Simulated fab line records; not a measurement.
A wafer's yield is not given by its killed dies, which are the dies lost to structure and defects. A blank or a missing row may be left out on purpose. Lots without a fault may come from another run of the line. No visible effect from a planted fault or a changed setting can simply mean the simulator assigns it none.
fab line records ; flow sky130 ; part 2 of 2: steps 43 to 43 of 43
[record] lots = 6; wafers = 18; last-day = 50
route steps=708 shown VIA3@593 METAL4@598 CAP2M@603 PAD_OPEN@708
lots untouched by any fault: they come from a run of this same line in which no faults occurred
start-h: start of the lot's first displayed wafer, in hours after the record's first day ; wait-h: how many hours have passed since the lot's step before this one ; " identical to the entry in the row above ; L1.1+2: a single row standing in for several wafers ; - no value present, or no start provided ; * or withheld: withheld ; < > ~ a bound
route shown NAME@n: NAME is a module with steps in the file, n the number in the route of the first one ; usual: mean/standard deviation of fault-free wafers ; same: alike in all rows ; chamber/n: place in a boat ; sites: per-site readings ; _std_site: how widely they spread, as a standard deviation ; _edge_site: the outer-site mean with the inner-site mean subtracted ; radius-mm: how far each site lies from the wafer's centre ; mask NAME#n: copy n ; behind: the most recent tool/chamber to have shaped the wafer ; hold: what put the lot on hold/how long, in hours/how the hold closed ; device: transistor that didn't switch, given as n, p or np ; end of line: tests run on the same wafers once the route is complete ; for a step that has no rows: nothing shown but its recipe ; killed: dies lost to structure and defects at the first sort, not the wafer's yield ; map: shows each die of a wafer: x if killed, . if not, _ if none is there
set.NAME: the setting the step ran with; set.NAME@STEP: the setting that earlier step ran with ; model.NAME: the simulator's own value behind a step, which no gauge read
certain route steps with their lots: each step a table, each wafer a row
services: the hour from which a tool's chamber was out of use, counted from the record's first day as start-h (under 0 if before that day), plus the number of hours and why
[[steps]]
[step SKY_PAD_OPEN_PROBE_99]
[usual] defect-limited-yield = 82.9/2; killed_at_M0_to_M3 = 43/7; killed_at_M4_up = 3.0/1.9; killed-at-contacts = 24/4.6; killed-at-front-end = 15/4.1; killed-at-other = 0.3/0.52; killed-dies = 84/9.7; killed-open = 46/6.9; killed-short = 38/6.8; sort_bin_3_pad_short = 0.8/0.41; sort_bin_5_function = 10.2/1.5; sort_bin_6_memory = 6.1/1.1; sort_bin_8_speed = 0.00/0.017; sort-n-pass = 408/9.7; sort-yield-pct = 82.9/2
[same] gross-dies = 492; killed-at-back-side = 0; sort_bin_4_leakage[%] = 0
lot.wafer;tool;chamber;start-h;wait-h;hold;defect-limited-yield[%];killed_at_M0_to_M3;killed_at_M4_up;killed-at-contacts;killed-at-front-end;killed-at-other;killed-dies;killed-open;killed-short;sort_bin_3_pad_short[%];sort_bin_5_function[%];sort_bin_6_memory[%];sort_bin_8_speed[%];sort-n-pass;sort-yield-pct[%];model.etest.tester.sort-n-pass;model.etest.tester.sort-yield-pct;model.etest.tester.sort_bin_5_pct;model.etest.tester.sort_bin_3_pct
L890.1;prober-01;-;1066.08;0.1;-;82.7;37;1;25;22;0;85;46;39;1.2;8.7;7.3;0;407;82.7;407;82.72;8.74;1.22
L890.5;prober-01;-;1066.28;0.2;-;83.7;44;1;23;12;0;80;41;38;0.4;8.9;6.9;0;412;83.7;412;83.74;8.943;0.4065
L890.6;prober-01;-;1066.33;0.2;-;81.9;40;3;29;17;0;89;54;35;0.4;9.8;7.9;0;403;81.9;403;81.91;9.756;0.4065
L894.1;prober-01;-;1098.62;0.1;-;83.3;42;3;23;14;0;82;46;36;0.6;11.4;4.7;0;410;83.3;410;83.33;11.38;0.6098
L894.4;prober-01;-;1098.77;0.2;-;86.2;38;6;14;10;0;68;37;31;0.4;7.9;5.5;0;424;86.2;424;86.18;7.927;0.4065
L894.6;prober-01;-;1098.87;0.2;-;87.2;31;3;21;8;0;63;30;33;0.4;6.9;5.5;0;429;87.2;429;87.2;6.911;0.4065
L901.2;prober-01;-;1138.93;0.1;-;84.3;43;2;20;12;0;77;43;34;0.6;9.6;5.5;0;415;84.3;415;84.35;9.553;0.6098
L901.5;prober-01;-;1139.08;0.2;-;80.7;51;4;27;13;0;95;50;42;0.4;13.2;5.7;0.20;396;80.5;396;80.49;13.21;0.4065
L901.6;prober-01;-;1139.13;0.2;-;83.9;46;4;20;8;1;79;44;35;0.6;8.3;7.1;0;413;83.9;413;83.94;8.333;0.6098
L902.1;prober-02;-;1145.68;0.1;await-dispo/3.3h/release;72.8;39;1;24;13;57;134;36;42;3.5;17.3;6.5;0;358;72.8;358;72.76;17.28;3.455
L902.4;prober-02;-;1145.83;0.2;await-dispo/3.3h/release;67.3;50;4;25;18;64;161;48;48;5.5;20.1;7.1;0;331;67.3;331;67.28;20.12;5.488
L902.6;prober-02;-;1145.93;0.2;await-dispo/3.3h/release;73.4;39;0;22;16;54;131;46;31;3.7;15.9;7.1;0;361;73.4;361;73.37;15.85;3.659
L905.1;prober-01;-;1164.28;0.1;await-dispo/2.5h/release;74.8;28;6;25;20;45;124;38;41;4.3;15.2;5.7;0;368;74.8;368;74.8;15.24;4.268
L905.3;prober-01;-;1164.38;0.2;await-dispo/2.5h/release;72.4;36;5;25;11;59;136;38;40;3.0;18.1;6.5;0;356;72.4;356;72.36;18.09;3.049
L905.4;prober-01;-;1164.43;0.2;await-dispo/2.5h/release;74.0;32;4;24;9;59;128;39;30;3.7;15.4;6.9;0;364;74.0;364;73.98;15.45;3.659
L911.1;prober-01;-;1188.53;0.1;-;83.5;39;2;30;10;0;81;35;46;0.6;9.8;6.1;0;411;83.5;411;83.54;9.756;0.6098
L911.2;prober-01;-;1188.58;0.1;-;83.9;44;5;17;12;1;79;47;31;0.6;9.3;6.1;0;413;83.9;413;83.94;9.35;0.6098
L911.4;prober-01;-;1188.68;0.2;-;85.6;41;1;17;11;1;71;38;33;1.0;7.7;5.7;0;421;85.6;421;85.57;7.724;1.016
// killed by level:class
L890.1 VIA1:geometric-particle:open=11 CONTACT:geometric-particle:open=9 CONTACT:geometric-particle:short=7 VIA1:geometric-particle:short=7 LI_CONTACT:geometric-particle:open=6 VIA3:geometric-particle:open=6 FIELD_ISO:geometric-particle:short=5 POLY_GATE:geometric-particle:short=4
L890.5 VIA1:geometric-particle:open=16 POLY_GATE:geometric-particle:short=6 LOCAL_INTERCONNECT:geometric-particle:short=6 CONTACT:geometric-particle:open=6 METAL1:geometric-particle:short=6 CONTACT:geometric-particle:short=5 VIA2:geometric-particle:open=5 VIA3:geometric-particle:open=5
L890.6 CONTACT:geometric-particle:open=11 LI_CONTACT:geometric-particle:open=9 VIA1:geometric-particle:open=9 METAL2:geometric-particle:short=7 VIA2:geometric-particle:open=5 LOCAL_INTERCONNECT:geometric-particle:short=5 VIA3:geometric-particle:open=5 POLY_GATE:geometric-particle:open=4
L894.1 CONTACT:geometric-particle:open=11 LI_CONTACT:geometric-particle:open=8 METAL2:geometric-particle:short=8 VIA3:geometric-particle:open=8 FIELD_ISO:geometric-particle:short=6 METAL1:geometric-particle:short=6 VIA1:geometric-particle:open=5 POLY_GATE:geometric-particle:open=4
L894.4 CONTACT:geometric-particle:open=7 VIA2:geometric-particle:open=5 METAL1:geometric-particle:short=5 VIA1:geometric-particle:open=5 VIA2:geometric-particle:short=5 VIA3:geometric-particle:open=5 POLY_GATE:geometric-particle:open=4 METAL2:geometric-particle:short=4
L894.6 CONTACT:geometric-particle:short=8 VIA1:geometric-particle:open=7 VIA3:geometric-particle:open=7 CONTACT:geometric-particle:open=6 LOCAL_INTERCONNECT:geometric-particle:short=4 FIELD_ISO:geometric-particle:short=3 POLY_GATE:geometric-particle:short=3 VIA2:geometric-particle:short=3
L901.2 VIA2:geometric-particle:open=8 CONTACT:geometric-particle:open=7 VIA3:geometric-particle:open=7 METAL2:geometric-particle:short=6 LI_CONTACT:geometric-particle:open=5 VIA1:geometric-particle:open=5 FIELD_ISO:geometric-particle:short=4 LI_CONTACT:geometric-particle:short=4
L901.5 VIA1:geometric-particle:open=10 CONTACT:geometric-particle:open=9 VIA3:geometric-particle:open=8 METAL1:geometric-particle:short=7 LI_CONTACT:geometric-particle:open=7 LOCAL_INTERCONNECT:geometric-particle:short=6 METAL2:geometric-particle:short=6 VIA2:geometric-particle:short=5
L901.6 VIA1:geometric-particle:open=10 VIA2:geometric-particle:open=9 VIA3:geometric-particle:open=7 LI_CONTACT:geometric-particle:open=6 LI_CONTACT:geometric-particle:short=4 METAL1:geometric-particle:open=4 LOCAL_INTERCONNECT:geometric-particle:short=4 CONTACT:geometric-particle:open=4
L902.1 CAP2M:unspecified=55 LI_CONTACT:geometric-particle:open=7 VIA1:geometric-particle:short=7 VIA2:geometric-particle:open=7 VIA1:geometric-particle:open=7 POLY_GATE:geometric-particle:short=5 CONTACT:geometric-particle:open=5 METAL2:geometric-particle:short=5
L902.4 CAP2M:unspecified=62 VIA1:geometric-particle:open=12 METAL1:geometric-particle:short=9 VIA3:geometric-particle:open=8 LOCAL_INTERCONNECT:geometric-particle:short=7 POLY_GATE:geometric-particle:short=5 VIA2:geometric-particle:open=5 METAL2:geometric-particle:short=5
L902.6 CAP2M:unspecified=53 VIA1:geometric-particle:open=9 CONTACT:geometric-particle:open=8 FIELD_ISO:geometric-particle:open=6 LI_CONTACT:geometric-particle:open=5 LOCAL_INTERCONNECT:geometric-particle:short=5 VIA3:geometric-particle:open=5 METAL2:geometric-particle:short=4
L905.1 CAP2M:unspecified=45 LI_CONTACT:geometric-particle:open=8 FIELD_ISO:geometric-particle:open=6 VIA1:geometric-particle:open=6 POLY_GATE:geometric-particle:short=5 LOCAL_INTERCONNECT:geometric-particle:short=5 CONTACT:geometric-particle:short=5 METAL1:geometric-particle:short=5
L905.3 CAP2M:unspecified=58 VIA1:geometric-particle:open=11 CONTACT:geometric-particle:short=9 CONTACT:geometric-particle:open=8 VIA3:geometric-particle:open=5 POLY_GATE:geometric-particle:short=4 LOCAL_INTERCONNECT:geometric-particle:short=4 LI_CONTACT:geometric-particle:open=3
L905.4 CAP2M:unspecified=59 VIA1:geometric-particle:open=7 LI_CONTACT:geometric-particle:open=6 LOCAL_INTERCONNECT:geometric-particle:short=6 CONTACT:geometric-particle:open=6 METAL1:geometric-particle:open=5 METAL2:geometric-particle:short=5 CONTACT:geometric-particle:short=4
L911.1 CONTACT:geometric-particle:open=9 LI_CONTACT:geometric-particle:short=8 METAL2:geometric-particle:short=8 METAL1:geometric-particle:short=7 LOCAL_INTERCONNECT:geometric-particle:short=7 LI_CONTACT:geometric-particle:open=6 VIA1:geometric-particle:open=6 VIA2:geometric-particle:open=5
L911.2 VIA2:geometric-particle:open=10 VIA1:geometric-particle:open=9 CONTACT:geometric-particle:open=8 VIA3:geometric-particle:open=6 FIELD_ISO:geometric-particle:short=4 VIA2:geometric-particle:short=4 METAL1:geometric-particle:short=4 FIELD_ISO:geometric-particle:open=3
L911.4 VIA1:geometric-particle:open=9 METAL2:geometric-particle:short=9 LI_CONTACT:geometric-particle:open=7 CONTACT:geometric-particle:short=5 VIA3:geometric-particle:open=5 FIELD_ISO:geometric-particle:open=4 METAL1:geometric-particle:short=4 VIA2:geometric-particle:open=4
// map L902.4 (x killed, . not)
__________x...x....._________
________.....x...x...x_______
______x..xxx....xxx....x_____
_____......xxxxxxxxxxx...____
____....x...xxxxxxxxx.x..x___
___xxx...x..xxxxxxxxxxx....__
__....x....xxxxxxxxxxx..x..x_
_.........x.xxxxxxxxxxx......
_...x...x.....xxxxxxxx..xx.xx
_...xx...x.....x.xx......x...
_.x.xx.x.x......xx.....x.....
_....x...................x...
_xxx..x.x..x..x.........x.x..
_.......x....x.....x.....xx..
_.xx..x...x.x.x....x..x......
__.....x..x..xx..x.xx..x.x.._
___........x.....x.x....x.x__
____...x.......xx....x..x.___
_____.......x..x...x.....____
______....x......x....x._____
________x.xx......x.x._______
__________...x......_________
// map L905.3 (x killed, . not)
__________...xxx...._________
________.............._______
______...x.......x.x...._____
_____.....x...x..........____
____...x.x.x....x.........___
___...........x.....x.x....__
__x.x..x..xx...........xxx.._
_...x....xx......x..xxxxxx.xx
_...............x..x.xxxxxxxx
_...........x...x.xxxxxxxxxxx
_....xx.x.........xxxxxxxxxx.
_.xxx...........x..xxxxxxxxxx
_...........x.x....xxxxxxxxxx
_......xx.....x....x.x.xxx.xx
_x..................x.......x
__x...x.....x...x.....x..x.x_
___..x.........x..x..x.....__
____....x..x....x..x......___
_____......x.xx......x...____
______x..x.....x......x._____
________............x._______
__________.......x.x_________
[[services]]
tool;chamber;start-h;hours;kind
cmp-02;-;894.87;0.9;repair
pvd-sputter-01;-;900.60;3.3;repair
rie-metal-04;-;908.11;0.5;repair
cmp-01;-;924.25;4.0;pm
cmp-01;-;934.09;0.4;repair
pvd-sputter-02;-;937.96;15.0;repair
cmp-02;-;951.13;0.7;repair
rie-metal-04;-;975.46;55.4;repair
pvd-sputter-03;-;987.66;2.1;repair
cmp-02;-;989.56;0.9;repair
pvd-sputter-02;2;994.37;-;consumable-replace:kit
pvd-sputter-02;2;994.37;18.0;scheduled-down
pvd-sputter-02;2;994.37;18.0;vent-cycle
cmp-02;-;1048.19;5.5;pm
pvd-sputter-01;-;1051.26;1.4;repair
pvd-sputter-03;-;1060.25;1.5;repair
cmp-01;-;1060.54;0.8;repair
pvd-sputter-01;-;1065.12;0.6;repair
cmp-02;-;1084.19;4.0;pm
pvd-sputter-02;-;1085.94;2.8;repair
cmp-01;-;1089.70;19.4;repair
pvd-sputter-01;-;1098.69;19.3;repair
cmp-01;-;1098.75;1.9;repair
pvd-sputter-01;-;1105.68;0.9;repair
[[key]]
[first-sign] step = SKY_PAD_OPEN_PROBE_99; reading = killed-at-other; direction = up; sigmas = 56; usual = 0.3; struck = 56.3
[effect] step = SKY_PAD_OPEN_PROBE_99; reading = sort_bin_3_pad_short; direction = up; sigmas = 7.5; usual = 0.8; struck = 3.9
[model-effect] step = SKY_PAD_OPEN_PROBE_99; value = etest.tester.sort-n-pass; without = 404.3; struck = 356.3
met-at SKY_CAP2M_SPUTTER_02
struck-wafers L902.1,L902.4,L902.6,L905.1,L905.3,L905.4
onset-between 1006.48 1017.35
[fault] kind = chamber-particle-source; tool = pvd-sputter-03; chamber = -; onset-h = 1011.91; steps = SKY_CAP2M_SPUTTER_02; rate-per-visit-cm2 = 1.214; end-h = 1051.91
